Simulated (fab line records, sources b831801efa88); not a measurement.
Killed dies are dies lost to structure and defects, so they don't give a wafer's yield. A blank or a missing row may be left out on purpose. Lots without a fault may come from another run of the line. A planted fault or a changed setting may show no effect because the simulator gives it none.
Which tool did it? | flow sfq_line | 14 lots, 42 wafers sampled, at 1 step of a route of 325

WHAT THE GAUGES READ, wafer by wafer
The record holds no reading of a measuring or inspecting step that can be judged against a usual standard deviation.

WHICH TOOL RAN EACH LOT (tool, then ch and the chambers of the sampled wafers, then the start)
lot  | SFQ_TRILAYER_M1_LITHO_EXPOSE_040
L893 | krf_scanner-01 ch 0, day 18 14:13
L894 | krf_scanner-02 ch 0, day 18 20:09
L898 | krf_scanner-02 ch 0, day 21 12:07
L899 | krf_scanner-02 ch 0, day 21 16:55
L900 | krf_scanner-02 ch 0, day 22 02:19
L901 | krf_scanner-02 ch 0, day 22 15:43
L902 | krf_scanner-02 ch 0, day 22 17:43
L903 | krf_scanner-02 ch 0, day 23 03:34
L904 | krf_scanner-02 ch 0, day 23 14:22
L906 | krf_scanner-02, day 24 11:10
L907 | krf_scanner-02, day 24 20:34
L911 | krf_scanner-01 ch 0, day 32 12:21
L915 | krf_scanner-01 ch 0, day 34 22:01
L916 | krf_scanner-02 ch 0, day 35 10:23
- SFQ_TRILAYER_M1_LITHO_EXPOSE_040: exposes mask M1, target cd 500 nm.

WHAT THE TOOLS THEMSELVES READ (means of the sampled wafers that have a number; where no wafer has one, the mark that the record gives instead)
SFQ_TRILAYER_M1_LITHO_EXPOSE_040.
lot  | tool           | exposure_dose_mJ_cm2 | focus_offset_nm (nm)
L893 | krf_scanner-01 | 14.379               | 0.2
L894 | krf_scanner-02 | 14.382               | -0.5
L898 | krf_scanner-02 | 14.376               | -0.2
L899 | krf_scanner-02 | 14.399               | -0.2
L900 | krf_scanner-02 | 14.384               | -0.7
L901 | krf_scanner-02 | 14.400               | -0.2
L902 | krf_scanner-02 | 14.395               | -0.0
L903 | krf_scanner-02 | 14.392               | 0.4
L904 | krf_scanner-02 | 14.395               | 0.7
L906 | krf_scanner-02 | -                    | -
L907 | krf_scanner-02 | -                    | -
L911 | krf_scanner-01 | 14.406               | 0.3
L915 | krf_scanner-01 | 14.400               | 0.1
L916 | krf_scanner-02 | 14.397               | 0.2

THE ANSWER, worked out from the rows above alone
Rule: what is usual is taken from the lots themselves. Put in order of their means at a reading, lots are off if they are a third of the lots or fewer, leave a main group of 4 or more, and stand apart from it by a gap of 3 or more times the standard deviation of the main group's means; of several such gaps the widest counts. A main group whose means are all the same, to the digits that the tables above print for the reading, isn't used. A lot without any number at a reading at which 4 lots or more have one is off too. The other lots that the step has rows for count as sound. The gauges are gone through in route order, then the tools' own readings, and for those a lot's mean is taken as printed above. The first step at which some lot is off is used, and at that step the reading that is off furthest; a lot without a number counts as furthest.
Off: L906, L907, at SFQ_TRILAYER_M1_LITHO_EXPOSE_040 (exposure_dose_mJ_cm2). Without a number there: L906, L907. The main group: mean 14.392, standard deviation 0.0092.
A tool fits if, at that step or a process step before it, it ran every lot that is off, and no sound lot after the first of them. None of those tried fits.

WHAT THE SIMULATOR HAD PUT IN
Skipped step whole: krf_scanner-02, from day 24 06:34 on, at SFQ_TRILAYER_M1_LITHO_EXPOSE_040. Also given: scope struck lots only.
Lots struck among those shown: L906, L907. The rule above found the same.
